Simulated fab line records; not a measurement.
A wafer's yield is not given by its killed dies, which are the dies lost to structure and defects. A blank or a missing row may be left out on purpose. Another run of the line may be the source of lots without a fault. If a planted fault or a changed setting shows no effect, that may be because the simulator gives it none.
Which tool is to blame? + flow gf180mcu + 11 lots with 32 wafers sampled at 6 steps, on a route of 602 steps

## WHAT THE GAUGES READ, wafer by wafer
GF_STI_BOW_MEAS_00. Usual: for INCOMING_BOW the level is 0 um and the standard deviation is 6.
| lot  | measured    | on           | INCOMING_BOW (um) | flag |
|------|-------------|--------------|-------------------|------|
| L735 | day 1 10:01 | filmMetro-03 | -1 7 0            |      |
| L737 | day 1 20:00 | filmMetro-02 | 4 3 1             |      |
| L741 | day 2 16:01 | filmMetro-02 | -1 -1 -8          |      |
| L742 | day 2 21:00 | filmMetro-03 | 7 -6              |      |
| L744 | day 3 07:00 | filmMetro-02 | -12 -5 2          |      |
| L745 | day 3 12:00 | filmMetro-02 | 7 -3 3            |      |
| L747 | day 3 22:00 | filmMetro-01 | 4 -6 -4           |      |
| L754 | day 5 09:00 | filmMetro-01 | -7 -1 -4          |      |
| L755 | day 5 14:00 | filmMetro-02 | -3 -13 -6         |      |
| L757 | day 6 00:01 | filmMetro-03 | -6 4 -1           |      |
| L758 | day 6 05:02 | filmMetro-02 | 4 -4 0            |      |

GF_STI_THK_MEAS_04. Usual: for STI_CVD_03_THK the level is 208.2 nm and the standard deviation is 2.1.
| lot  | measured    | on           | STI_CVD_03_THK (nm)                 | flag |
|------|-------------|--------------|-------------------------------------|------|
| L735 | day 1 14:11 | filmMetro-03 | 206.7 208.1 208.8                   |      |
| L737 | day 2 04:00 | filmMetro-02 | 209.6 209.1 209.0                   |      |
| L741 | day 2 20:34 | filmMetro-02 | 202.4 203.2 203.3                   |      |
| L742 | day 3 01:37 | filmMetro-02 | 208.2 207.5                         |      |
| L744 | day 3 10:34 | filmMetro-03 | 206.3 206.8 205.6                   |      |
| L745 | day 3 15:59 | filmMetro-03 | 207.3 210.0 209.8                   |      |
| L747 | day 4 02:56 | filmMetro-03 | 208.0 207.4 206.8                   |      |
| L754 | day 5 13:05 | filmMetro-02 | 143.3 147.7 146.7 143.3 147.8 146.8 | OFF  |
| L755 | day 5 17:34 | filmMetro-03 | 207.6 208.0 207.4                   |      |
| L757 | day 6 04:23 | filmMetro-02 | 146.0 145.2 145.6 145.9 145.0 145.7 | OFF  |
| L758 | day 6 08:35 | filmMetro-01 | 207.9 207.6 207.1                   |      |

GF_MVSD_TW_MEAS_11. Usual: for MVSD_TW the level is 1575 and the standard deviation is 20.
| lot  | measured     | on           | MVSD_TW        | flag |
|------|--------------|--------------|----------------|------|
| L735 | day 4 14:14  | filmMetro-04 | 1590 1594 1598 |      |
| L737 | day 5 05:08  | filmMetro-03 | 1566 1569 1573 |      |
| L741 | day 5 23:08  | filmMetro-03 | 1573 1567 1557 |      |
| L742 | day 6 07:50  | filmMetro-04 | 1600 1601      |      |
| L744 | day 6 14:59  | filmMetro-03 | 1560 1554 1573 |      |
| L745 | day 6 20:02  | filmMetro-03 | 1562 1562 1563 |      |
| L747 | day 7 08:47  | filmMetro-01 | 1576 1590 1573 |      |
| L754 | day 9 00:56  | filmMetro-04 | 1609 1615 1610 |      |
| L755 | day 9 06:35  | filmMetro-04 | 1610 1603 1607 |      |
| L757 | day 9 19:18  | filmMetro-01 | 1549 1550 1561 |      |
| L758 | day 10 01:01 | filmMetro-04 | 1612 1619 1610 |      |

## EACH LOT AND THE TOOL THAT RAN IT (in order: tool; ch and the chambers of the sampled wafers; start)
| lot  | GF_STI_CVD_03              | GF_STI_ETCH_13                   | GF_MVSD_STRIP_10                    |
|------|----------------------------|----------------------------------|-------------------------------------|
| L735 | lpcvd-01 ch 0, day 1 12:11 | rieDiel-03 ch 0,1,3, day 2 01:32 | plasmaAsher-01 ch 0,1, day 4 14:08  |
| L737 | lpcvd-01 ch 1, day 2 02:01 | rieDiel-02 ch 0,1,3, day 2 16:11 | plasmaAsher-02 ch 1, day 5 05:02    |
| L741 | lpcvd-01 ch 0, day 2 17:34 | rieDiel-03 ch 0,1,3, day 3 09:32 | plasmaAsher-03 ch 0,1, day 5 23:02  |
| L742 | lpcvd-02 ch 0, day 2 23:38 | rieDiel-03 ch 1,2, day 3 14:23   | plasmaAsher-01 ch 0,1, day 6 07:44  |
| L744 | lpcvd-01 ch 1, day 3 08:34 | rieDiel-01 ch 0,1,3, day 3 23:43 | plasmaAsher-01 ch 0,1, day 6 14:53  |
| L745 | lpcvd-01 ch 1, day 3 13:59 | rieDiel-03 ch 0,3, day 4 04:38   | plasmaAsher-01 ch 0,1, day 6 19:56  |
| L747 | lpcvd-01 ch 1, day 4 00:57 | rieDiel-01 ch 1,2,3, day 4 15:49 | plasmaAsher-01 ch 0,1, day 7 08:41  |
| L754 | lpcvd-01 ch 0, day 5 11:07 | rieDiel-01 ch 1,2, day 6 03:01   | plasmaAsher-03 ch 0,1, day 9 00:50  |
| L755 | lpcvd-02 ch 1, day 5 15:34 | rieDiel-01 ch 0,2,3, day 6 08:02 | plasmaAsher-02 ch 0,1, day 9 06:29  |
| L757 | lpcvd-01 ch 1, day 6 02:24 | rieDiel-03 ch 0,1,2, day 6 19:35 | plasmaAsher-03 ch 0,1, day 9 19:11  |
| L758 | lpcvd-02 ch 1, day 6 06:34 | rieDiel-03 ch 0,1,2, day 6 23:37 | plasmaAsher-03 ch 0,1, day 10 00:56 |
- GF_STI_CVD_03: deposits Si3N4 from DCS/NH3, target thk 207.16 nm, time 3551 s.
- GF_STI_ETCH_13: etches the open film in CHF3/O2, stops on Si, target depth 282.31 nm, time 112.9 s.
- GF_MVSD_STRIP_10: strips in O2/N2.

## WHAT THE TOOLS THEMSELVES READ (means of the sampled wafers that have a number; where no wafer has one, the mark that the record gives instead)
GF_STI_CVD_03. Usual: pressureMtorr 250.0 mTorr, standard deviation 0.51; spikeTcBottomC 787.1 C, standard deviation 2.3; spikeTcCentreC 770.4 C, standard deviation 1.2; spikeTcLowerC 769.7 C, standard deviation 1; spikeTcTopC 783.4 C, standard deviation 2.1; spikeTcUpperC 770.4 C, standard deviation 1.5; susceptorTempC 770.0 C, standard deviation 0.33; zonePowerLowerPct 13.6 %, standard deviation 0.74; zonePowerTopPct 25.0 %, standard deviation 1.9; zonePowerUpperPct 13.11 %, standard deviation 0.2.
| lot  | tool     | pressureMtorr (mTorr) | spikeTcBottomC (C) | spikeTcCentreC (C) | spikeTcLowerC (C) | spikeTcTopC (C) | spikeTcUpperC (C) | susceptorTempC (C) | zonePowerLowerPct (%) | zonePowerTopPct (%) | zonePowerUpperPct (%) | flag |
|------|----------|-----------------------|--------------------|--------------------|-------------------|-----------------|-------------------|--------------------|-----------------------|---------------------|-----------------------|------|
| L735 | lpcvd-01 | 250.1                 | 787.0              | 771.3              | 769.7             | 786.8           | 768.1             | 770.2              | 13.2                  | 22.3                | 12.81                 |      |
| L737 | lpcvd-01 | 249.7                 | 784.7              | 770.6              | 769.2             | 784.4           | 770.7             | 769.9              | 13.0                  | 25.6                | 13.30                 |      |
| L741 | lpcvd-01 | 250.3                 | 787.5              | 772.1              | 769.6             | 786.8           | 768.9             | 770.6              | 13.3                  | 22.2                | 12.79                 |      |
| L742 | lpcvd-02 | 249.7                 | 788.0              | 769.4              | 770.8             | 781.2           | 769.5             | 770.4              | 14.4                  | 23.5                | 13.14                 |      |
| L744 | lpcvd-01 | 250.4                 | 785.5              | 771.2              | 769.0             | 784.5           | 771.2             | 770.2              | 12.8                  | 25.6                | 13.19                 |      |
| L745 | lpcvd-01 | 250.1                 | 785.0              | 770.3              | 768.8             | 783.3           | 771.1             | 769.9              | 12.9                  | 25.9                | 13.36                 |      |
| L747 | lpcvd-01 | 249.4                 | 783.9              | 770.7              | 768.6             | 784.4           | 771.6             | 769.8              | 12.9                  | 25.9                | 13.27                 |      |
| L754 | lpcvd-01 | 249.8                 | 769.5              | 753.1              | 751.5             | 769.8           | 751.5             | 751.9              | 12.5                  | 21.4                | 12.32                 | OFF  |
| L755 | lpcvd-02 | 250.1                 | 790.8              | 770.3              | 770.3             | 782.7           | 771.8             | 770.0              | 14.7                  | 27.6                | 13.00                 |      |
| L757 | lpcvd-01 | 250.3                 | 765.8              | 753.1              | 751.0             | 765.7           | 752.2             | 751.6              | 12.5                  | 24.7                | 12.74                 | OFF  |
| L758 | lpcvd-02 | 250.4                 | 790.5              | 769.5              | 770.8             | 781.9           | 772.6             | 769.6              | 14.5                  | 27.4                | 13.10                 |      |

GF_STI_ETCH_13. Usual: chf3FlowSccm 50.00 sccm, standard deviation 0.15; drypumpMotorCurrentA 5.8 A, standard deviation 0.36; oesProductAu 0.835 a.u., standard deviation 0.0062; throttleValvePct 8.811 %, standard deviation 0.0091.
| lot  | tool       | chf3FlowSccm (sccm) | drypumpMotorCurrentA (A) | oesProductAu (a.u.) | throttleValvePct (%) | flag |
|------|------------|---------------------|--------------------------|---------------------|----------------------|------|
| L735 | rieDiel-03 | 50.09               | 5.7                      | 0.832               | 8.810                |      |
| L737 | rieDiel-02 | 50.04               | 5.8                      | 0.837               | 8.809                |      |
| L741 | rieDiel-03 | 49.95               | 5.7                      | 0.825               | 8.813                |      |
| L742 | rieDiel-03 | 50.19               | 5.9                      | 0.839               | 8.806                |      |
| L744 | rieDiel-01 | 49.99               | 5.5                      | 0.831               | 8.814                |      |
| L745 | rieDiel-03 | 50.03               | 5.8                      | 0.838               | 8.814                |      |
| L747 | rieDiel-01 | 50.10               | 5.8                      | 0.835               | 8.806                |      |
| L754 | rieDiel-01 | 50.07               | 6.1                      | 0.696               | 8.773                | OFF  |
| L755 | rieDiel-01 | 49.87               | 6.0                      | 0.837               | 8.807                |      |
| L757 | rieDiel-03 | 49.95               | 5.8                      | 0.699               | 8.769                | OFF  |
| L758 | rieDiel-03 | 50.05               | 5.7                      | 0.831               | 8.809                |      |

GF_MVSD_STRIP_10. Usual: drypumpMotorCurrentA 5.7 A, standard deviation 0.34; heaterPowerW 335 W, standard deviation 13; oesProductAu 0.722 a.u., standard deviation 0.0047; stripTimeToEndpointS 36.96 s, standard deviation 0.088.
| lot  | tool           | drypumpMotorCurrentA (A) | heaterPowerW (W) | oesProductAu (a.u.) | stripTimeToEndpointS (s) | flag |
|------|----------------|--------------------------|------------------|---------------------|--------------------------|------|
| L735 | plasmaAsher-01 | 5.4                      | 331              | 0.724               | 36.86                    |      |
| L737 | plasmaAsher-02 | 6.4                      | 344              | 0.720               | 36.84                    |      |
| L741 | plasmaAsher-03 | 5.8                      | 336              | 0.723               | 36.97                    |      |
| L742 | plasmaAsher-01 | 5.5                      | 336              | 0.722               | 36.97                    |      |
| L744 | plasmaAsher-01 | 5.5                      | 331              | 0.722               | 36.99                    |      |
| L745 | plasmaAsher-01 | 5.5                      | 332              | 0.721               | 37.03                    |      |
| L747 | plasmaAsher-01 | 5.5                      | 331              | 0.722               | 36.88                    |      |
| L754 | plasmaAsher-03 | 5.8                      | 341              | 0.725               | 36.94                    |      |
| L755 | plasmaAsher-02 | 5.7                      | 351              | 0.724               | 36.83                    |      |
| L757 | plasmaAsher-03 | 5.9                      | 332              | 0.718               | 37.02                    |      |
| L758 | plasmaAsher-03 | 5.8                      | 333              | 0.717               | 36.93                    |      |

## THE ANSWER, worked out from the rows above alone
Rule: a lot is off if the mean of its wafers that have a number lies more than 3 standard deviations from the usual mean. Also off: a lot with no number at a reading for which 4 or more lots have one. Where the step has rows for the other lots, those lots are counted as sound. After the gauges, taken in route order, come the tools' own readings; for these a lot's mean is taken, as printed above. At the first step where some lot is off, the reading lying furthest off is the one used; lots without a number count as furthest.
Off: L754, L757, at GF_STI_THK_MEAS_04 (STI_CVD_03_THK).
A tool fits if, at a process step before that reading, it ran every lot that is off, and no sound lot after the first of them. The gauges at GF_STI_THK_MEAS_04 aren't tried: what is off there is off at GF_STI_CVD_03 too, on other tools, and a gauge's error can't cause that. One fits: GF_STI_CVD_03 on lpcvd-01. A fault onset in the window from L747 (day 4 00:57, its last sound lot) to L754 (day 5 11:07, its first lot off) fits.
The tool's own readings at GF_STI_CVD_03 bear it out: on the lots that are off they differ by more than 5 times the standard deviation of the sound lots' means. spikeTcBottomC reads 767.6 C there against 787.0 C on the sound lots; spikeTcCentreC reads 753.1 C there against 770.6 C on the sound lots; spikeTcLowerC reads 751.2 C there against 769.6 C on the sound lots; spikeTcTopC reads 767.8 C there against 784.0 C on the sound lots; spikeTcUpperC reads 751.9 C there against 770.6 C on the sound lots; susceptorTempC reads 751.8 C there against 770.1 C on the sound lots.

## WHAT WAS PUT IN BY THE SIMULATOR
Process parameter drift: lpcvd-01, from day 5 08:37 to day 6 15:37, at GF_STI_CVD_03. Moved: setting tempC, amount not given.
Shown lots that were struck: L754, L757. The rule given above showed the same thing.
